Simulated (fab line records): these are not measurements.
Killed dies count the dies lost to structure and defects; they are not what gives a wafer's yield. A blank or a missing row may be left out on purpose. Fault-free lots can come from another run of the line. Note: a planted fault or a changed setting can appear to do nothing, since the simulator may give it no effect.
Which tool did it? + flow sky130 + 36 wafers from 12 lots sampled at 4 of the route's 708 steps

## WHAT EACH GAUGE READ, for each wafer
SKY_VT_ADJUST_HVTR_TW_MEAS_11.
| lot  | measured     | on            | VT_ADJUST_HVTR_TW |
|------|--------------|---------------|-------------------|
| L467 | day 10 04:13 | film_metro-01 | 209.2 208.8 208.8 |
| L468 | day 10 04:59 | film_metro-01 | 209.2 209.0 209.0 |
| L470 | day 11 02:38 | film_metro-01 | 210.9 210.4 211.6 |
| L472 | day 11 13:29 | film_metro-01 | 211.3 210.9 210.7 |
| L474 | day 11 21:07 | film_metro-01 | 211.4 211.2 211.8 |
| L473 | day 11 22:55 | film_metro-02 | 212.1 212.7 212.3 |
| L476 | day 12 05:23 | film_metro-02 | 215.3 215.4 215.4 |
| L477 | day 12 15:47 | film_metro-01 | 210.4 210.1 210.4 |
| L484 | day 14 16:49 | film_metro-03 | 259.3 259.5 262.6 |
| L485 | day 14 23:04 | film_metro-01 | 255.1 256.4 256.6 |
| L486 | day 15 10:29 | film_metro-01 | 256.8 256.5 257.0 |
| L489 | day 16 13:41 | film_metro-03 | 212.8 211.4 213.7 |

SKY_SD_N_RS_MEAS_18: measurement is done with a four-point probe.
| lot  | measured     | on            | RES_XHIGH_RS (ohm/sq) |
|------|--------------|---------------|-----------------------|
| L467 | day 28 16:46 | film_metro-04 | 335.8 336.3 335.3     |
| L468 | day 28 17:41 | film_metro-02 | 331.4 331.5 331.7     |
| L470 | day 29 19:32 | film_metro-01 | 333.2 332.6 331.9     |
| L472 | day 30 07:08 | film_metro-04 | 333.2 335.4 333.6     |
| L474 | day 30 19:38 | film_metro-01 | 332.5 333.9 334.4     |
| L473 | day 30 18:59 | film_metro-01 | 333.4 333.7 335.4     |
| L476 | day 31 00:38 | film_metro-02 | 334.4 334.3 333.0     |
| L477 | day 31 11:46 | film_metro-01 | 332.8 332.9 332.5     |
| L484 | day 33 23:51 | film_metro-04 | 335.4 334.2 333.9     |
| L485 | day 34 01:17 | film_metro-04 | 332.3 332.2 332.3     |
| L486 | day 34 07:38 | film_metro-01 | 334.9 334.2 333.7     |
| L489 | day 35 07:30 | film_metro-01 | 333.2 333.5 333.6     |

## EACH LOT AND THE TOOL THAT RAN IT (in order: tool; ch and the chambers of the sampled wafers; start)
| lot  | SKY_VT_ADJUST_HVTR_IMPLANT_09   | SKY_SONOS_ONO_ETCH_15              |
|------|---------------------------------|------------------------------------|
| L467 | implanter-03 ch 0, day 10 03:58 | rie_diel-03 ch 0,1,3, day 13 09:44 |
| L468 | implanter-03 ch 0, day 10 04:44 | rie_diel-01 ch 0,2, day 13 10:13   |
| L470 | implanter-03 ch 0, day 11 02:23 | rie_diel-04 ch 0,1, day 14 10:32   |
| L472 | implanter-02 ch 0, day 11 13:15 | rie_diel-01 ch 0,3, day 14 23:38   |
| L474 | implanter-03 ch 0, day 11 20:52 | rie_diel-03 ch 1,2,3, day 15 10:38 |
| L473 | implanter-03 ch 0, day 11 22:41 | rie_diel-04 ch 0,2,3, day 15 10:08 |
| L476 | implanter-03 ch 0, day 12 05:10 | rie_diel-01 ch 2,3, day 15 17:13   |
| L477 | implanter-01 ch 0, day 12 15:32 | rie_diel-01 ch 0,3, day 16 05:05   |
| L484 | implanter-03 ch 0, day 14 16:16 | rie_diel-01 ch 1,2, day 18 09:59   |
| L485 | implanter-02 ch 0, day 14 22:31 | rie_diel-04 ch 0,1, day 18 20:02   |
| L486 | implanter-03 ch 0, day 15 09:46 | rie_diel-04 ch 1,2,3, day 19 05:00 |
| L489 | implanter-01 ch 0, day 16 13:26 | rie_diel-04 ch 0,1, day 20 13:26   |
- SKY_VT_ADJUST_HVTR_IMPLANT_09
- SKY_SONOS_ONO_ETCH_15: etches the open film in CHF3/O2, target depth 19.52 nm, time 7.8 s.

## WHAT THE TOOLS THEMSELVES READ (means of the sampled wafers that have a number; where no wafer has one, the mark that the record gives instead)
SKY_VT_ADJUST_HVTR_IMPLANT_09.
| lot  | tool         | dose_ions_cm2 |
|------|--------------|---------------|
| L467 | implanter-03 | 2.0971e+12    |
| L468 | implanter-03 | 2.0993e+12    |
| L470 | implanter-03 | 2.1028e+12    |
| L472 | implanter-02 | 2.0979e+12    |
| L474 | implanter-03 | 2.0978e+12    |
| L473 | implanter-03 | 2.0966e+12    |
| L476 | implanter-03 | 2.1021e+12    |
| L477 | implanter-01 | 2.0982e+12    |
| L484 | implanter-03 | 2.1008e+12    |
| L485 | implanter-02 | 2.1016e+12    |
| L486 | implanter-03 | 2.0999e+12    |
| L489 | implanter-01 | 2.0966e+12    |

SKY_SONOS_ONO_ETCH_15.
| lot  | tool        | O2_flow_sccm (sccm) | drypump_motor_current_A (A) | oes_product_au (a.u.) | throttle_valve_pct (%) |
|------|-------------|---------------------|-----------------------------|-----------------------|------------------------|
| L467 | rie_diel-03 | 5.003               | 6.2                         | 1.006                 | 8.824                  |
| L468 | rie_diel-01 | 5.009               | 6.3                         | 0.999                 | 8.826                  |
| L470 | rie_diel-04 | 4.983               | 6.1                         | 0.992                 | 8.821                  |
| L472 | rie_diel-01 | 4.995               | 5.9                         | 1.004                 | 8.834                  |
| L474 | rie_diel-03 | 4.998               | 6.2                         | 1.007                 | 8.817                  |
| L473 | rie_diel-04 | 4.995               | 5.9                         | 0.993                 | 8.823                  |
| L476 | rie_diel-01 | 5.004               | 6.0                         | 0.995                 | 8.832                  |
| L477 | rie_diel-01 | 4.996               | 5.5                         | 0.992                 | 8.815                  |
| L484 | rie_diel-01 | 5.002               | 6.2                         | 1.010                 | 8.824                  |
| L485 | rie_diel-04 | 5.005               | 6.1                         | 0.999                 | 8.827                  |
| L486 | rie_diel-04 | 5.013               | 5.9                         | 0.997                 | 8.814                  |
| L489 | rie_diel-04 | 5.024               | 6.1                         | 0.994                 | 8.827                  |

## THE ANSWER, worked out from the rows above alone
Rule: usual is defined by the lots themselves. The widest of any qualifying gaps counts: lots, ordered by their means at a reading, are off when they make up no more than a third of the lots, leave a main group of 4 or more, and stand apart from it by 3 or more times the standard deviation of that group's means. If all means in a main group match to the digits the tables above print for the reading, that group is not used. A lot without any number at a reading at which 4 lots or more have one is off too. All remaining lots with rows at the step are treated as sound. After the gauges, taken in route order, come the tools' own readings; for these a lot's mean is taken, as printed above. At the first step where some lot is off, the reading lying furthest off is the one used; lots without a number count as furthest.
Off: L484, L485, L486, at SKY_VT_ADJUST_HVTR_TW_MEAS_11 (VT_ADJUST_HVTR_TW). The main group: mean 211.3, standard deviation 1.9.
A tool fits if, at a process step before that reading, it ran every lot that is off, and no sound lot after the first of them. Gauges at SKY_VT_ADJUST_HVTR_TW_MEAS_11: tried the same way as those tools. Of those tried, none fits.

## WHAT THE SIMULATOR HAD PUT IN
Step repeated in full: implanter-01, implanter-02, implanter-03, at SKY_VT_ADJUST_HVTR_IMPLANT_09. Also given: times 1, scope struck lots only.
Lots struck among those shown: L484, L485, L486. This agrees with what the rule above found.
